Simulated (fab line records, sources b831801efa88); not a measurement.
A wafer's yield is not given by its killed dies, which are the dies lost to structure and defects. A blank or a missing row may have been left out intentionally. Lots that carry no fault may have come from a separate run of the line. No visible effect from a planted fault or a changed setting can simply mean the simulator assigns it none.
Which tool did it? ; flow sfq line ; 6 lots with 18 wafers sampled at 4 steps, on a route of 325 steps

WHAT THE GAUGES SHOWED, per wafer
SFQ_JJ_OVL_MEAS_931.
lot;measured;on;J5_OVL (nm)
L363;day 65 10:56;overlay-02;-5 -9 -3
L366;day 66 02:33;overlay-02;6 11 7
L371;day 68 15:25;overlay-02;4 0 -1
L380;day 72 00:30;overlay-02;-7 -3 -9
L382;day 72 02:39;overlay-01;13 6 8
L384;day 72 06:24;overlay-01;-10 -3 0

WHICH TOOL RAN EACH LOT (tool, then ch and the chambers of the sampled wafers, then the start)
lot;SFQ_TRILAYER_I2_DEP_PECVD_063;SFQ_TRILAYER_I2_CMP_CMP_064;SFQ_TRILAYER_I4_VIA_STRIP_STRIP_107
L363;pecvd-03 ch 0,1, day 33 18:56;cmp-01 ch 0,1,3, day 33 22:59;rie metal-04 ch 0,1, day 60 10:34
L366;pecvd-03 ch 0,1, day 41 10:34;cmp-02 ch 2,3, day 41 10:39;rie metal-02 ch 0,1, day 61 09:40
L371;pecvd-03 ch 0,1,2, day 44 03:22;cmp-01 ch 0,2,3, day 44 03:27;rie metal-02 ch 0,1, day 63 12:19
L380;pecvd-03 ch 0,1,2, day 47 22:03;cmp-02 ch 0,1,2, day 47 22:08;rie metal-01 ch 0,1, day 66 19:58
L382;pecvd-01 ch 1,2, day 48 02:17;cmp-01 ch 1,2,3, day 48 02:52;rie metal-01 ch 0,1, day 66 22:34
L384;pecvd-03 ch 0,2, day 49 00:41;cmp-02 ch 2,3, day 49 03:07;rie metal-01 ch 0,1, day 67 00:46
- SFQ_TRILAYER_I2_DEP_PECVD_063: deposits SiO2 from SiH4/N2O, time 111.11 s, target thk 500 nm.
- SFQ_TRILAYER_I2_CMP_CMP_064: polishes SiO2.
- SFQ_TRILAYER_I4_VIA_STRIP_STRIP_107: strips in O2.

THE ANSWER, worked out from the rows above alone
Rule: what is usual is taken from the lots themselves. Put in order of their means at a reading, lots are off if they are a third of the lots or fewer, leave a main group of 4 or more, and stand apart from it by a gap of 3 or more times the standard deviation of the main group's means; of several such gaps the widest counts. If all means in a main group match to the digits the tables above print for the reading, that group is not used. A lot without any number at a reading at which 4 lots or more have one is off too. The other lots that the step has rows for count as sound.
None of the lots is off at any reading shown; this tells nothing.

WHAT THE SIMULATOR PUT IN
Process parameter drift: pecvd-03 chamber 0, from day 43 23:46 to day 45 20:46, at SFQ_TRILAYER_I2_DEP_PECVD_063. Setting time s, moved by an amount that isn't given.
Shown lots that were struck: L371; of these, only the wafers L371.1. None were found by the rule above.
